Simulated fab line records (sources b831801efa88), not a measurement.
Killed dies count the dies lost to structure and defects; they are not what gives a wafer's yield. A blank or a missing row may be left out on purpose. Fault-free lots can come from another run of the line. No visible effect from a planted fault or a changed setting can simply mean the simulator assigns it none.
Which tool was responsible? / flow sky130 / 11 lots, 33 wafers sampled, at 4 steps of a route of 708

## WHAT THE GAUGES READ, wafer by wafer
SKY_CONTACT_BOW_MEAS_05.
lot=L300; measured=day 30 20:08; on=film-metro-03; CONTACT_BOW (um)=72 82 76
lot=L301; measured=day 31 01:19; on=film-metro-04; CONTACT_BOW (um)=93 84 83
lot=L303; measured=day 31 16:35; on=film-metro-04; CONTACT_BOW (um)=76 96 76
lot=L307; measured=day 33 10:08; on=film-metro-01; CONTACT_BOW (um)=81 85 81
lot=L308; measured=day 33 22:11; on=film-metro-01; CONTACT_BOW (um)=78 81 82
lot=L318; measured=day 36 14:40; on=film-metro-01; CONTACT_BOW (um)=72 78 71
lot=L317; measured=day 36 15:36; on=film-metro-01; CONTACT_BOW (um)=82 77 81
lot=L319; measured=day 36 21:13; on=film-metro-03; CONTACT_BOW (um)=82 88 73
lot=L320; measured=day 37 01:25; on=film-metro-01; CONTACT_BOW (um)=91 87 86
lot=L321; measured=day 37 08:08; on=film-metro-04; CONTACT_BOW (um)=81 87 82
lot=L323; measured=day 37 22:15; on=film-metro-01; CONTACT_BOW (um)=80 72 78

SKY_CONTACT_RS_MEAS_25: a four-point-probe measurement.
lot=L300; measured=day 32 00:29; on=film-metro-03; CONTACT_W_RS (ohm/sq)=0.338 0.340 0.338
lot=L301; measured=day 32 05:55; on=film-metro-04; CONTACT_W_RS (ohm/sq)=0.334 0.333 0.339
lot=L303; measured=day 32 21:05; on=film-metro-03; CONTACT_W_RS (ohm/sq)=0.337 0.331 0.332
lot=L307; measured=day 34 14:22; on=film-metro-04; CONTACT_W_RS (ohm/sq)=0.342 0.331 0.338
lot=L308; measured=day 35 02:31; on=film-metro-01; CONTACT_W_RS (ohm/sq)=0.334 0.337 0.338
lot=L318; measured=day 37 16:53; on=film-metro-03; CONTACT_W_RS (ohm/sq)=0.336 0.334 0.340
lot=L317; measured=day 37 18:12; on=film-metro-03; CONTACT_W_RS (ohm/sq)=0.338 0.330 0.337
lot=L319; measured=day 38 00:50; on=film-metro-01; CONTACT_W_RS (ohm/sq)=0.334 0.334 0.337
lot=L320; measured=day 38 04:16; on=film-metro-03; CONTACT_W_RS (ohm/sq)=0.333 0.337 0.336
lot=L321; measured=day 38 11:27; on=film-metro-01; CONTACT_W_RS (ohm/sq)=0.335 0.339 0.336
lot=L323; measured=day 39 01:03; on=film-metro-04; CONTACT_W_RS (ohm/sq)=0.329 0.330 0.329

SKY_METAL1_CD_MEAS_15: the cd target is 140 nm.
lot=L300; measured=day 33 03:56; on=cd-sem-01; cd-nm (nm)=141.0 142.8 141.5
lot=L301; measured=day 33 10:04; on=cd-sem-01; cd-nm (nm)=138.6 138.8 138.5
lot=L303; measured=day 34 01:03; on=cd-sem-01; cd-nm (nm)=139.6 139.6 138.6
lot=L307; measured=day 35 17:32; on=cd-sem-01; cd-nm (nm)=139.9 139.8 139.7
lot=L308; measured=day 36 05:27; on=cd-sem-01; cd-nm (nm)=135.5 107.4 104.9
lot=L318; measured=day 38 19:30; on=cd-sem-01; cd-nm (nm)=145.6 143.9 143.7
lot=L317; measured=day 38 21:14; on=cd-sem-01; cd-nm (nm)=139.5 140.1 139.6
lot=L319; measured=day 39 02:45; on=cd-sem-01; cd-nm (nm)=137.7 139.0 136.5
lot=L320; measured=day 39 06:42; on=cd-sem-01; cd-nm (nm)=140.0 140.6 141.8
lot=L321; measured=day 39 12:33; on=cd-sem-01; cd-nm (nm)=139.9 138.6 139.9
lot=L323; measured=day 40 04:31; on=cd-sem-01; cd-nm (nm)=140.0 138.5 139.3

## TOOL THAT RAN EACH LOT (tool first, then ch and the chambers of the sampled wafers, then the start)
lot=L300; SKY_METAL1_EXPOSE_12=krf-scanner-01 ch 0, day 32 15:15
lot=L301; SKY_METAL1_EXPOSE_12=krf-scanner-02 ch 0, day 32 20:41
lot=L303; SKY_METAL1_EXPOSE_12=krf-scanner-01 ch 0, day 33 11:28
lot=L307; SKY_METAL1_EXPOSE_12=krf-scanner-02 ch 0, day 35 04:25
lot=L308; SKY_METAL1_EXPOSE_12=krf-scanner-01 ch 0, day 35 16:28
lot=L318; SKY_METAL1_EXPOSE_12=krf-scanner-01 ch 0, day 38 06:41
lot=L317; SKY_METAL1_EXPOSE_12=krf-scanner-02 ch 0, day 38 08:01
lot=L319; SKY_METAL1_EXPOSE_12=krf-scanner-01 ch 0, day 38 14:22
lot=L320; SKY_METAL1_EXPOSE_12=krf-scanner-02 ch 0, day 38 18:21
lot=L321; SKY_METAL1_EXPOSE_12=krf-scanner-02 ch 0, day 39 01:18
lot=L323; SKY_METAL1_EXPOSE_12=krf-scanner-02 ch 0, day 39 15:18
- SKY_METAL1_EXPOSE_12: exposes mask MM1, target cd 140 nm.

## AS READ BY THE TOOLS THEMSELVES (means over the sampled wafers that have a number; for cases with no such wafer, the mark the record gives instead)
SKY_METAL1_EXPOSE_12.
lot=L300 tool=krf-scanner-01 exposure-dose-mJ-cm2=28.02
lot=L301 tool=krf-scanner-02 exposure-dose-mJ-cm2=28.01
lot=L303 tool=krf-scanner-01 exposure-dose-mJ-cm2=27.99
lot=L307 tool=krf-scanner-02 exposure-dose-mJ-cm2=28.00
lot=L308 tool=krf-scanner-01 exposure-dose-mJ-cm2=27.07
lot=L318 tool=krf-scanner-01 exposure-dose-mJ-cm2=27.97
lot=L317 tool=krf-scanner-02 exposure-dose-mJ-cm2=27.99
lot=L319 tool=krf-scanner-01 exposure-dose-mJ-cm2=27.96
lot=L320 tool=krf-scanner-02 exposure-dose-mJ-cm2=27.99
lot=L321 tool=krf-scanner-02 exposure-dose-mJ-cm2=28.04
lot=L323 tool=krf-scanner-02 exposure-dose-mJ-cm2=28.00

## THE ANSWER, worked out from the rows above alone
Rule: the usual values come from the lots themselves. The widest of any qualifying gaps counts: lots, ordered by their means at a reading, are off when they make up no more than a third of the lots, leave a main group of 4 or more, and stand apart from it by 3 or more times the standard deviation of that group's means. The tables above print the reading to a certain number of digits; a main group whose means all agree to those digits is not used. Also off: a lot with no number at a reading for which 4 or more lots have one. Any other lot the step has rows for is counted as sound. The gauges are gone through in route order, then the tools' own readings, and for those a lot's mean is taken as printed above. At the first step where some lot is off, the reading lying furthest off is the one used; lots without a number count as furthest.
Off: L308, at SKY_METAL1_CD_MEAS_15 (cd-nm). The main group: mean 140.1 nm, standard deviation 1.8.
A tool fits if, at a process step before that reading, it ran every lot that is off, and no sound lot after the first of them. The gauges at SKY_METAL1_CD_MEAS_15 aren't tried: what is off there is off at SKY_METAL1_EXPOSE_12 too, on other tools, and a gauge's error can't cause that. Not one of the candidates tried fits.

## WHAT THE SIMULATOR PUT IN
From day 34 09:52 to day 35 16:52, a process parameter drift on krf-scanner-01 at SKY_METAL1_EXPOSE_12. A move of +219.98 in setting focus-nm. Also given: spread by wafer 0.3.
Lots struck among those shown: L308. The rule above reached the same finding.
